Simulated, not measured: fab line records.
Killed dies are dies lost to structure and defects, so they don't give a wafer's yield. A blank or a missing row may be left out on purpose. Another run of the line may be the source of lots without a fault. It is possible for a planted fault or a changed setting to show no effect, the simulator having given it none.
Struck lot and sound lot, side by side ; flow sky130 ; 15 out of 708 route steps
Sound: these wafers, L694.3, L694.4, L694.6. The struck wafers were L706.3, L706.4, L706.5. The cause is given at the end.
Order at every step that has rows: each side's tool, ch and its chambers, its first start. Under that, the readings that differ: sound wafers ; struck wafers ; difference of the means ; sigmas: that difference in standard deviations of wafers without a fault.
alike: a reading whose means differ by less than 2 such deviations, as well as words and numbers matching on both sides. not compared: withheld readings; readings where some wafer has no value; bounds like >300 that might hide an equal value; numbers whose values overlap and for which the record gives no deviation.
The two part at a step that has a row with sigmas, a row that says differs or no value, or rows on one side only. Numbers that have no deviation but don't overlap get no sigmas and don't part them. Lack of a reading on every wafer of one side parts them only where that side has two or more wafers.

SKY_VIA4_OVL_MEAS_11:
  sound on overlay-01, day 42 16:11; struck on overlay-01, day 46 00:47
reading;sound;struck;difference;sigmas
VIA4_OVL (nm);0.8 0.2 1.3;-3.3 -3.4 -3.3;-4.1;-2
SKY_VIA4_ETCH_12: etches SiO2 in C4F8/O2/Ar, stops on TiN, target depth 580 nm.
  sound on rie diel-02 ch 0,1, day 42 16:13; struck on rie diel-01 ch 0,1,3, day 46 00:48
  alike: chamber pressure mTorr, oes product au
SKY_VIA4_STRIP_13: strips in O2/N2.
  sound on plasma asher-04 ch 0,1, day 42 16:19; struck on plasma asher-03 ch 0,1, day 46 00:55
  alike: chamber pressure mTorr, drypump motor current A, o2 flow sccm, oes product au, strip time to endpoint s
  not compared: rf hours counter h
then, 4 steps without rows for these wafers: SKY_VIA4_STRIP_14 (strips in post etch residue remover, time 1200 s); SKY_VIA4_CLEAN_15 (cleans in IPA, time 180 s); SKY_VIA4_CLEAN_16 (cleans in O3/DIW); SKY_VIA4_SPUTTER_17 (material TiN, target thk 20 nm, time 80 s).
SKY_VIA4_CVD_18: deposits W, target thk 505 nm, time 152.14 s.
  sound on cvd w-01 ch 0,1, day 42 17:02; struck on cvd w-02 ch 0,1, day 46 01:35
  alike: heater power w, susceptor temp C
SKY_VIA4_RS_MEAS_19: measures by four-point-probe.
  sound on film metro-02, day 42 17:11; struck on film metro-04, day 46 01:43
  alike: VIA4_W_RS
SKY_VIA4_THK_MEAS_20: measures by xrf.
  sound on film metro-02, day 42 17:17; struck on film metro-04, day 46 01:49
  alike: VIA4_W_THK
then, 1 step without rows for these wafers: SKY_VIA4_CMP_21 (polishes, stops on SiO2, t overpolish 25 s, target thk 0 nm).
SKY_METAL5_SPUTTER_00: material Ti, target thk 15 nm, time 10 s.
  sound on pvd sputter-01, day 42 17:37; struck on pvd sputter-02, day 46 02:10
  alike: cathode dc power W, chamber pressure pa, throttle valve pct
SKY_METAL5_SPUTTER_01: material TiN, target thk 20 nm, time 16.7 s.
  sound on pvd sputter-01, day 42 17:38; struck on pvd sputter-02, day 46 02:11
  no value came back on the struck wafers for cathode dc power W (W), chamber pressure pa (Pa), throttle valve pct (%); on the sound wafers cathode dc power W (W) reads 6499.5 6502.4 6500.5
SKY_METAL5_SPUTTER_02: material AlCu, target thk 1150 nm, time 61.2 s.
  sound on pvd sputter-01, day 42 17:40; struck on pvd sputter-02, day 46 02:13
  alike: cathode dc power W, chamber pressure pa, throttle valve pct
-- the record jumps here: 3 days lie between the struck wafers' starts before and after (it left off in module METAL5 and takes up again in module PAD_OPEN, whose first step shown is number 708 of the route) --
SKY_PAD_OPEN_PROBE_99:
  sound on prober-01, day 45 15:58; struck on prober-01, day 48 17:17
  alike: defect limited yield, killed_at_M0_to_M3, killed_at_M4_up, killed at contacts, killed at front end, killed at other, killed dies, killed open, killed short, sort_bin_3_pad_short, sort_bin_5_function, sort_bin_6_memory, sort n pass, sort yield pct
  not compared: model.etest.via4 chain.rc ohm, model.etest.met5.rs ohm sq, model.etest.met5.line ohm um

## WHERE THEY PART
Last at SKY_METAL5_SPUTTER_01 as far as this record goes, first at SKY_VIA4_OVL_MEAS_11. Later steps at which nothing parts them and some readings are alike: SKY_METAL5_SPUTTER_02, SKY_PAD_OPEN_PROBE_99.

WHY: what the simulator had put in
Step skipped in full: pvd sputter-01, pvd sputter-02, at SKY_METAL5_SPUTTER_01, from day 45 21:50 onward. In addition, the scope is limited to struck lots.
